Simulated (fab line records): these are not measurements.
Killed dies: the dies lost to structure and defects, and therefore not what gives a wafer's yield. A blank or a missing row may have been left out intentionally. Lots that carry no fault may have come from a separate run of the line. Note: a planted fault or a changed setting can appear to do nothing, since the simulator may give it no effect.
Chamber matching	flow gf180mcu	3 sister chambers for GF_V5_CVD_02 on pecvd-02
The step deposits SiO2 from TEOS, target thk 1450 nm, time 163.28 s. 18 wafers are shown with their chamber, then 9 later ones without.

## WAFERS WITH THEIR CHAMBER
wafer	chamber	heaterPowerW (W)
L076.1	1	588
L076.2	0	577
L076.4	0	477
L078.1	2	648
L078.4	0	487
L078.5	1	477
L083.1	2	599
L083.2	0	522
L083.3	1	572
L085.1	0	517
L085.3	2	612
L085.5	2	665
L091.4	2	675
L091.5	1	593
L091.6	0	594
L092.4	1	571
L092.5	0	608
L092.6	2	647

SIGNATURES, as means of the wafers listed above
reading	chamber 0	chamber 1	chamber 2	scatter within a chamber
heaterPowerW	540.29	560.20	641.00	44.7
Rule: distance of a wafer from a chamber = root of the sum over the readings of ((wafer's reading minus chamber's mean) / reading's scatter) squared. The wafer belongs to the nearest chamber; if the next one is less than 2 further off, it can't be placed. The scatter: the root of (the sum of the squares of (reading less its chamber's mean) over the shown wafers, divided by (wafers less chambers)).

## WAFERS MISSING THEIR CHAMBER
wafer	heaterPowerW (W)
L093.2	625
L093.3	500
L093.5	602
L094.1	606
L094.5	578
L094.6	676
L096.1	655
L096.3	476
L096.4	555

## CHAMBER TAKEN BY EACH
wafer	from the rows above	in truth
L093.2	can't be placed: 2 or 1 or 0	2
L093.3	can't be placed: 0 or 1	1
L093.5	can't be placed: 2 or 1 or 0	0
L094.1	can't be placed: 2 or 1 or 0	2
L094.5	can't be placed: 1 or 0 or 2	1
L094.6	can't be placed: 2 or 1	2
L096.1	can't be placed: 2 or 1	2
L096.3	can't be placed: 0 or 1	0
L096.4	can't be placed: 1 or 0 or 2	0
Correct placement for 0 of the 9. Cannot be placed on the basis of these rows: 9; the candidates contain the true chamber in 9. Wrongly placed: 0.
